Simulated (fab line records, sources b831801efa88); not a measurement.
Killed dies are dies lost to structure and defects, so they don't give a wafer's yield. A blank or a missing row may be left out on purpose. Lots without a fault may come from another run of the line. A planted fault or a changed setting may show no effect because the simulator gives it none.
Which tool did it? | flow gf180mcu | 12 lots, 36 wafers sampled, at 2 steps of a route of 602

WHAT THE GAUGES READ, wafer by wafer
GF_V5_CD_MEAS_14: target cd 260 nm.
lot  | measured     | on        | cd_nm (nm)
L075 | day 27 13:28 | cd_sem-01 | 259.3 258.4 260.4
L077 | day 28 02:38 | cd_sem-02 | 259.1 259.7 258.9
L079 | day 28 10:07 | cd_sem-02 | 261.4 261.4 259.4
L081 | day 29 03:09 | cd_sem-02 | 260.7 259.5 259.9
L083 | day 29 23:24 | cd_sem-02 | 258.8 260.1 259.7
L085 | day 30 12:31 | cd_sem-02 | 261.1 260.2 260.8
L087 | day 31 02:49 | cd_sem-02 | 260.2 259.2 260.0
L089 | day 31 13:05 | cd_sem-02 | 261.0 261.8 262.1
L091 | day 32 01:07 | cd_sem-01 | 259.6 261.1 261.0
L093 | day 32 11:09 | cd_sem-01 | 257.9 258.5 257.9
L095 | day 33 13:35 | cd_sem-01 | 260.5 261.3 260.0
L097 | day 34 00:09 | cd_sem-01 | 259.2 260.0 259.5

WHICH TOOL RAN EACH LOT (tool, then ch and the chambers of the sampled wafers, then the start)
lot  | GF_V3_ETCH_16
L075 | rie_diel-02 ch 1,2, day 22 19:15
L077 | rie_diel-01 ch 1,3, day 23 10:48
L079 | rie_diel-03 ch 0,2,3, day 23 19:49
L081 | rie_diel-02 ch 0,2,3, day 24 15:09
L083 | rie_diel-03 ch 0,3, day 25 13:55
L085 | rie_diel-03 ch 0,1,2, day 26 03:43
L087 | rie_diel-01 ch 0,1,3, day 26 20:34
L089 | rie_diel-02 ch 0,1, day 27 09:04
L091 | rie_diel-01 ch 1,2,3, day 27 21:55
L093 | rie_diel-01 ch 1,3, day 28 12:20
L095 | rie_diel-02 ch 1,2,3, day 29 18:28
L097 | rie_diel-03 ch 0,1,3, day 30 07:01
- GF_V3_ETCH_16: etches BARC in N2/H2.

THE ANSWER, worked out from the rows above alone
Rule: what is usual is taken from the lots themselves. Put in order of their means at a reading, lots are off if they are a third of the lots or fewer, leave a main group of 4 or more, and stand apart from it by a gap of 3 or more times the standard deviation of the main group's means; of several such gaps the widest counts. A main group whose means are all the same, to the digits that the tables above print for the reading, isn't used. A lot without any number at a reading at which 4 lots or more have one is off too. The other lots that the step has rows for count as sound.
No lot is off at any reading shown: from this, nothing can be told.

WHAT THE SIMULATOR HAD PUT IN
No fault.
